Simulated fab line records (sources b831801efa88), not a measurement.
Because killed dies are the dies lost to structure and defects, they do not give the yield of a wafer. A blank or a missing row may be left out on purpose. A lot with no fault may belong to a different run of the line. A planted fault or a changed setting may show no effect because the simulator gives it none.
Matching of chambers | flow gf180mcu | 4 sister chambers for GF_POLY_GATE_ETCH_13 on rie-si-01
The step etches poly-Si in HBr/Cl2, stops on SiO2, target depth 198.5 nm, time 69.6 s. 18 wafers are shown with their chamber, then 9 later ones without.

## WAFERS, EACH WITH ITS CHAMBER
wafer  | chamber | drypump-motor-current-A (A) | oes-product-au (a.u.) | throttle-valve-pct (%)
L639.2 | 1       | 4.9                         | 0.991                 | 33.695
L639.4 | 0       | 5.3                         | 0.980                 | 33.678
L639.5 | 2       | 5.8                         | 0.985                 | 33.692
L640.2 | 2       | 5.8                         | 1.012                 | 33.665
L640.4 | 0       | 5.2                         | 0.995                 | 33.685
L640.5 | 0       | 5.2                         | 0.989                 | 33.679
L643.1 | 1       | 4.9                         | 0.990                 | 33.685
L643.2 | 2       | 5.8                         | 1.000                 | 33.673
L643.6 | 1       | 4.9                         | 0.984                 | 33.686
L647.2 | 2       | 5.8                         | 0.994                 | 33.684
L647.4 | 1       | 4.9                         | 0.995                 | 33.685
L647.6 | 0       | 5.2                         | 0.997                 | 33.687
L657.1 | 3       | 6.2                         | 0.993                 | 33.695
L657.3 | 2       | 5.8                         | 1.006                 | 33.678
L657.5 | 3       | 6.3                         | 0.990                 | 33.679
L658.1 | 2       | 5.8                         | 0.999                 | 33.685
L658.2 | 3       | 6.3                         | 0.983                 | 33.693
L658.5 | 1       | 4.9                         | 0.989                 | 33.682

SIGNATURES (averages over the wafers above)
reading                 | chamber 0 | chamber 1 | chamber 2 | chamber 3 | scatter within a chamber
drypump-motor-current-A | 5.225     | 4.900     | 5.800     | 6.267     | 0.0318
oes-product-au          | 0.99025   | 0.98980   | 0.99933   | 0.98867   | 0.00722
throttle-valve-pct      | 33.68225  | 33.68660  | 33.67950  | 33.68900  | 0.00741
Rule: for a wafer and a chamber, the distance is found by dividing, reading by reading, the gap between the wafer's reading and the chamber's mean by the reading's scatter, squaring, summing and taking the root. If the next closest chamber is less than 2 further off than the closest, the wafer can't be placed; otherwise it belongs to the closest. The scatter is the square root of a quotient: the sum, over the shown wafers, of each reading's squared deviation from its chamber's mean, divided by wafers minus chambers.

## WAFERS WITH NO CHAMBER GIVEN
wafer  | drypump-motor-current-A (A) | oes-product-au (a.u.) | throttle-valve-pct (%)
L659.1 | 5.8                         | 1.006                 | 33.680
L659.3 | 5.2                         | 0.988                 | 33.677
L659.4 | 6.2                         | 0.987                 | 33.691
L660.1 | 5.2                         | 0.981                 | 33.694
L660.4 | 4.9                         | 0.994                 | 33.690
L660.5 | 6.2                         | 0.987                 | 33.689
L661.1 | 6.3                         | 0.984                 | 33.680
L661.2 | 5.2                         | 0.986                 | 33.695
L661.3 | 4.9                         | 1.001                 | 33.675

## WHICH CHAMBER EACH ONE RAN IN
wafer  | from the rows above | in truth
L659.1 | 2                   | 2
L659.3 | 0                   | 0
L659.4 | 3                   | 3
L660.1 | 0                   | 0
L660.4 | 1                   | 1
L660.5 | 3                   | 3
L661.1 | 3                   | 3
L661.2 | 0                   | 0
L661.3 | 1                   | 1
Correct placement for 9 of the 9. Number that these rows cannot place: 0. 0 placed wrongly.
